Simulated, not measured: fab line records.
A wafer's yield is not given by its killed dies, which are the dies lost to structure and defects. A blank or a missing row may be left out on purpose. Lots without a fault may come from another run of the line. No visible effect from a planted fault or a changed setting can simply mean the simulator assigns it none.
Matching of chambers || flow sky130 || 4 sister chambers for SKY_VIA4_CMP_02 on cmp-02
The step polishes SiO2. 24 wafers are shown with their chamber, then 12 later ones without.

== WAFERS, EACH WITH ITS CHAMBER ==
{"wafer": "L421.2", "chamber": 1, "motor-current-A (A)": 11.7}
{"wafer": "L421.3", "chamber": 0, "motor-current-A (A)": 12.2}
{"wafer": "L421.4", "chamber": 3, "motor-current-A (A)": 11.2}
{"wafer": "L423.1", "chamber": 0, "motor-current-A (A)": 11.8}
{"wafer": "L423.3", "chamber": 1, "motor-current-A (A)": 11.6}
{"wafer": "L423.6", "chamber": 2, "motor-current-A (A)": 11.8}
{"wafer": "L424.1", "chamber": 0, "motor-current-A (A)": 12.0}
{"wafer": "L424.5", "chamber": 0, "motor-current-A (A)": 11.4}
{"wafer": "L424.6", "chamber": 1, "motor-current-A (A)": 11.6}
{"wafer": "L428.4", "chamber": 1, "motor-current-A (A)": 11.5}
{"wafer": "L428.5", "chamber": 1, "motor-current-A (A)": 11.4}
{"wafer": "L428.6", "chamber": 0, "motor-current-A (A)": 11.6}
{"wafer": "L430.1", "chamber": 3, "motor-current-A (A)": 11.2}
{"wafer": "L430.4", "chamber": 1, "motor-current-A (A)": 11.7}
{"wafer": "L430.6", "chamber": 0, "motor-current-A (A)": 11.9}
{"wafer": "L429.1", "chamber": 2, "motor-current-A (A)": 11.6}
{"wafer": "L429.2", "chamber": 1, "motor-current-A (A)": 11.5}
{"wafer": "L429.5", "chamber": 0, "motor-current-A (A)": 11.9}
{"wafer": "L433.2", "chamber": 1, "motor-current-A (A)": 11.5}
{"wafer": "L433.3", "chamber": 2, "motor-current-A (A)": 11.5}
{"wafer": "L433.6", "chamber": 3, "motor-current-A (A)": 10.4}
{"wafer": "L434.1", "chamber": 1, "motor-current-A (A)": 12.0}
{"wafer": "L434.2", "chamber": 3, "motor-current-A (A)": 11.3}
{"wafer": "L434.4", "chamber": 0, "motor-current-A (A)": 12.5}

SIGNATURES, as means of the wafers listed above
{"reading": "motor-current-A", "chamber 0": 11.912, "chamber 1": 11.611, "chamber 2": 11.633, "chamber 3": 11.025, "scatter within a chamber": 0.286}
Rule: for each reading, subtract the chamber's mean from the wafer's reading, divide by that reading's scatter and square the result; add these up over the readings and take the root, which gives the wafer's distance from the chamber. The wafer belongs to the nearest chamber; if the next one is less than 2 further off, it can't be placed. How the scatter is found: for the shown wafers, subtract from each reading the mean of its chamber, square and add these, divide the total by (wafers less chambers), then take the root.

== WAFERS MISSING THEIR CHAMBER ==
{"wafer": "L437.1", "motor-current-A (A)": 10.9}
{"wafer": "L437.4", "motor-current-A (A)": 12.0}
{"wafer": "L437.5", "motor-current-A (A)": 11.5}
{"wafer": "L439.1", "motor-current-A (A)": 12.1}
{"wafer": "L439.2", "motor-current-A (A)": 12.2}
{"wafer": "L439.6", "motor-current-A (A)": 11.0}
{"wafer": "L441.1", "motor-current-A (A)": 11.3}
{"wafer": "L441.3", "motor-current-A (A)": 11.6}
{"wafer": "L441.6", "motor-current-A (A)": 11.2}
{"wafer": "L442.1", "motor-current-A (A)": 11.4}
{"wafer": "L442.5", "motor-current-A (A)": 12.1}
{"wafer": "L442.6", "motor-current-A (A)": 10.7}

== WHICH CHAMBER EACH WENT THROUGH ==
{"wafer": "L437.1", "from the rows above": 3, "in truth": 3}
{"wafer": "L437.4", "from the rows above": "can't be placed: 0 or 2 or 1", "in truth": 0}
{"wafer": "L437.5", "from the rows above": "can't be placed: 1 or 2 or 0 or 3", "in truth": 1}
{"wafer": "L439.1", "from the rows above": "can't be placed: 0 or 2 or 1", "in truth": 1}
{"wafer": "L439.2", "from the rows above": "can't be placed: 0 or 2 or 1", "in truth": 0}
{"wafer": "L439.6", "from the rows above": 3, "in truth": 3}
{"wafer": "L441.1", "from the rows above": "can't be placed: 3 or 1 or 2 or 0", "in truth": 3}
{"wafer": "L441.3", "from the rows above": "can't be placed: 1 or 2 or 0 or 3", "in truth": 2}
{"wafer": "L441.6", "from the rows above": "can't be placed: 3 or 1 or 2 or 0", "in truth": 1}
{"wafer": "L442.1", "from the rows above": "can't be placed: 1 or 2 or 3 or 0", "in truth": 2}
{"wafer": "L442.5", "from the rows above": "can't be placed: 0 or 2 or 1", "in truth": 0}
{"wafer": "L442.6", "from the rows above": 3, "in truth": 3}
Correct placement for 3 of the 12. Not placeable from these rows: 9 (in 9, the candidates include the true chamber). Wrongly placed: 0.
